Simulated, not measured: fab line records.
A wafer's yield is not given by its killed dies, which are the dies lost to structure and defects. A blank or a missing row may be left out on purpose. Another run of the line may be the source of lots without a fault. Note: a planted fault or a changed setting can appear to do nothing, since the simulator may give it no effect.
Chamber matching -- flow gf180mcu -- cmp-02 running GF_V4_CMP_04: 4 sister chambers
The step polishes SiO2. 4 wafers are shown with their chamber, then 11 later ones without.

WAFERS, EACH WITH ITS CHAMBER
wafer,chamber,motor_current_A (A)
L408.2,1,13.4
L411.3,3,14.5
L413.2,0,16.2
L417.3,2,13.5

WAFERS WITHOUT THEIR CHAMBER
wafer,motor_current_A (A)
L417.4,15.5
L417.5,15.5
L419.4,15.8
L419.5,16.1
L419.6,13.6
L424.3,15.8
L424.4,14.3
L424.6,12.8
L425.4,13.0
L425.5,15.6
L425.6,14.2

WHICH CHAMBER EACH ONE RAN IN
wafer,from the rows above,in truth
L417.4,can't be placed: 0 or 3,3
L417.5,can't be placed: 0 or 3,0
L419.4,can't be placed: 0 or 3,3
L419.5,0,0
L419.6,can't be placed: 2 or 1 or 3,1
L424.3,can't be placed: 0 or 3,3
L424.4,can't be placed: 3 or 2 or 1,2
L424.6,can't be placed: 1 or 2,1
L425.4,can't be placed: 1 or 2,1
L425.5,can't be placed: 0 or 3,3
L425.6,can't be placed: 3 or 2 or 1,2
Correct placement for 1 of the 11. Can't be placed from these rows: 10 (the true chamber is among the candidates in 10). Wrongly placed: 0.
How it was worked out, from the rows above alone: a wafer's distance from a chamber is the root of the sum, over the readings, of the square of ((its reading less the chamber's mean) divided by the reading's scatter). The wafer belongs to the nearest chamber; if the next one is less than 2 further off, it can't be placed. A chamber's mean is the mean of its shown wafers. The scatter: root of mean squared gap, hidden wafer to nearest shown wafer, with one shown wafer a chamber.
